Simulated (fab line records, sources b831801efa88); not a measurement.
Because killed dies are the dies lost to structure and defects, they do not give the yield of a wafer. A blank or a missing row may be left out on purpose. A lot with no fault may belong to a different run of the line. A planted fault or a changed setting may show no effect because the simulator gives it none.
Which of the tools did it? | flow sky130 | 39 wafers from 13 lots sampled at 2 of the route's 708 steps

WHAT EACH GAUGE READ, for each wafer
SKY_VT_ADJUST_HVTR_CD_MEAS_07 targets a cd of 380 nm. Usual: 380.4 nm for cd-nm, sd 2.4.
lot  | measured     | on        | cd-nm (nm)        | flag
L521 | day 10 11:34 | cd-sem-01 | 383.8 383.0 384.5 |
L522 | day 10 18:32 | cd-sem-01 | 379.4 379.0 377.3 |
L523 | day 10 21:26 | cd-sem-02 | 375.4 378.3 378.4 |
L527 | day 12 14:34 | cd-sem-02 | 382.4 381.0 383.2 |
L529 | day 12 17:31 | cd-sem-01 | 376.4 376.0 375.2 |
L530 | day 13 05:47 | cd-sem-02 | 380.0 378.5 380.6 |
L533 | day 14 08:49 | cd-sem-01 | 380.2 381.1 380.4 |
L536 | day 15 00:33 | cd-sem-02 | 380.4 379.2 381.0 |
L537 | day 15 11:19 | cd-sem-01 | 379.1 381.4 378.7 |
L538 | day 15 23:28 | cd-sem-01 | 381.6 382.6 379.9 |
L539 | day 16 06:34 | cd-sem-02 | 381.0 382.5 379.4 |
L540 | day 16 10:08 | cd-sem-02 | 385.1 383.5 385.4 |
L541 | day 16 13:29 | cd-sem-02 | 382.4 379.9 379.8 |

WHAT TOOL EACH LOT RAN ON (gives the tool, then ch and the chambers of the sampled wafers, and finally the start)
lot  | SKY_NWELL_STRIP_14
L521 | plasma-asher-04 ch 0,1, day 5 06:19
L522 | plasma-asher-02 ch 0,1, day 5 12:52
L523 | plasma-asher-02 ch 0,1, day 5 15:46
L527 | plasma-asher-02 ch 0,1, day 6 21:59
L529 | plasma-asher-02 ch 0,1, day 7 02:58
L530 | plasma-asher-04 ch 0,1, day 7 12:23
L533 | plasma-asher-04 ch 0,1, day 8 08:26
L536 | plasma-asher-02 ch 0,1, day 9 00:25
L537 | plasma-asher-04 ch 0, day 9 06:19
L538 | plasma-asher-04 ch 0,1, day 9 17:28
L539 | plasma-asher-04 ch 0,1, day 9 23:05
L540 | plasma-asher-01 ch 1, day 10 02:31
L541 | plasma-asher-02 ch 0, day 10 04:13
- SKY_NWELL_STRIP_14: strips in O2/N2.

WHAT THE TOOLS THEMSELVES READ (means of the sampled wafers that have a number; where no wafer has one, the mark that the record gives instead)
SKY_NWELL_STRIP_14. Usual: drypump-motor-current-A 5.6 A, standard deviation 0.58; oes-product-au 0.723 a.u., standard deviation 0.0047; strip-time-to-endpoint-s 36.92 s, standard deviation 0.087.
lot  | tool            | drypump-motor-current-A (A) | oes-product-au (a.u.) | strip-time-to-endpoint-s (s) | flag
L521 | plasma-asher-04 | 5.3                         | 0.721                 | 36.84                        |
L522 | plasma-asher-02 | 5.8                         | 0.721                 | 36.82                        |
L523 | plasma-asher-02 | 5.8                         | 0.725                 | 36.98                        |
L527 | plasma-asher-02 | 5.8                         | 0.724                 | 36.79                        |
L529 | plasma-asher-02 | 6.3                         | 0.723                 | 36.91                        |
L530 | plasma-asher-04 | 5.3                         | 0.722                 | 37.06                        |
L533 | plasma-asher-04 | 5.5                         | 0.729                 | 36.99                        |
L536 | plasma-asher-02 | 5.8                         | 0.728                 | 36.87                        |
L537 | plasma-asher-04 | 5.6                         | 0.720                 | 36.90                        |
L538 | plasma-asher-04 | 5.4                         | 0.721                 | 36.90                        |
L539 | plasma-asher-04 | 5.5                         | 0.725                 | 37.02                        |
L540 | plasma-asher-01 | 5.6                         | 0.725                 | 36.92                        |
L541 | plasma-asher-02 | 6.8                         | 0.724                 | 36.77                        |

THE ANSWER, worked out from the rows above alone
Rule: a lot counts as off when the mean over its wafers that have a number is more than 3 standard deviations away from the usual mean. A lot without any number at a reading at which 4 lots or more have one is off too. The other lots that the step has rows for count as sound. After the gauges, taken in route order, come the tools' own readings; for these a lot's mean is taken, as printed above. The first step at which some lot is off is used, and at that step the reading that is off furthest; a lot without a number counts as furthest.
No lot is off at any reading shown: from this, nothing can be told.

WHAT THE SIMULATOR HAD PUT IN
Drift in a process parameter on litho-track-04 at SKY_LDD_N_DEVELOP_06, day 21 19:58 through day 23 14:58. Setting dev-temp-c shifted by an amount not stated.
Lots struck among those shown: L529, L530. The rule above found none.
